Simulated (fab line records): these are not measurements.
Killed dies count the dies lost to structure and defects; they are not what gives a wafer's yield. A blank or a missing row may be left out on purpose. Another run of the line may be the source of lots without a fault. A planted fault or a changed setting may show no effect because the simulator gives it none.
Matching of chambers / flow gf180mcu / pecvd-01 running GF_MIM_CVD_05: 3 sister chambers
The step deposits Si3N4, target thk 42 nm, time 29.086 s. 20 wafers are shown with their chamber, then 10 later ones without.

## EACH WAFER AND ITS CHAMBER
wafer=L075.1; chamber=1; heaterPowerW (W)=566
wafer=L075.2; chamber=2; heaterPowerW (W)=910
wafer=L075.3; chamber=0; heaterPowerW (W)=700
wafer=L075.4; chamber=2; heaterPowerW (W)=741
wafer=L075.5; chamber=1; heaterPowerW (W)=562
wafer=L075.6; chamber=0; heaterPowerW (W)=697
wafer=L080.1; chamber=2; heaterPowerW (W)=777
wafer=L080.2; chamber=1; heaterPowerW (W)=555
wafer=L080.4; chamber=2; heaterPowerW (W)=801
wafer=L084.1; chamber=2; heaterPowerW (W)=896
wafer=L084.2; chamber=0; heaterPowerW (W)=598
wafer=L084.4; chamber=0; heaterPowerW (W)=616
wafer=L088.3; chamber=1; heaterPowerW (W)=545
wafer=L088.4; chamber=0; heaterPowerW (W)=566
wafer=L088.5; chamber=1; heaterPowerW (W)=542
wafer=L090.1; chamber=0; heaterPowerW (W)=662
wafer=L090.2; chamber=2; heaterPowerW (W)=768
wafer=L090.3; chamber=1; heaterPowerW (W)=634
wafer=L090.4; chamber=1; heaterPowerW (W)=631
wafer=L090.5; chamber=0; heaterPowerW (W)=658

SIGNATURES (averages over the wafers above)
reading=heaterPowerW; chamber 0=642.43; chamber 1=576.43; chamber 2=815.50; scatter within a chamber=54
Rule: a wafer lies at a distance from a chamber equal to the root of the sum of squares, over the readings, of (its reading less the chamber's mean, divided by the reading's scatter). The wafer belongs to the nearest chamber; if the next one is less than 2 further off, it can't be placed. The scatter is the square root of a quotient: the sum, over the shown wafers, of each reading's squared deviation from its chamber's mean, divided by wafers minus chambers.

## WAFERS MISSING THEIR CHAMBER
wafer=L090.6; heaterPowerW (W)=772
wafer=L093.1; heaterPowerW (W)=534
wafer=L093.2; heaterPowerW (W)=598
wafer=L093.3; heaterPowerW (W)=865
wafer=L093.4; heaterPowerW (W)=530
wafer=L093.5; heaterPowerW (W)=847
wafer=L093.6; heaterPowerW (W)=599
wafer=L095.2; heaterPowerW (W)=868
wafer=L095.4; heaterPowerW (W)=899
wafer=L095.6; heaterPowerW (W)=598

## WHICH CHAMBER EACH ONE RAN IN
wafer=L090.6; from the rows above=can't be placed: 2 or 0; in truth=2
wafer=L093.1; from the rows above=can't be placed: 1 or 0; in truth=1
wafer=L093.2; from the rows above=can't be placed: 1 or 0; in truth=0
wafer=L093.3; from the rows above=2; in truth=2
wafer=L093.4; from the rows above=can't be placed: 1 or 0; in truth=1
wafer=L093.5; from the rows above=2; in truth=2
wafer=L093.6; from the rows above=can't be placed: 1 or 0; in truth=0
wafer=L095.2; from the rows above=2; in truth=2
wafer=L095.4; from the rows above=2; in truth=2
wafer=L095.6; from the rows above=can't be placed: 1 or 0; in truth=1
4 of 10 placed correctly. These rows do not allow placing 6 (true chamber among the candidates in 6). Placed wrongly: 0.
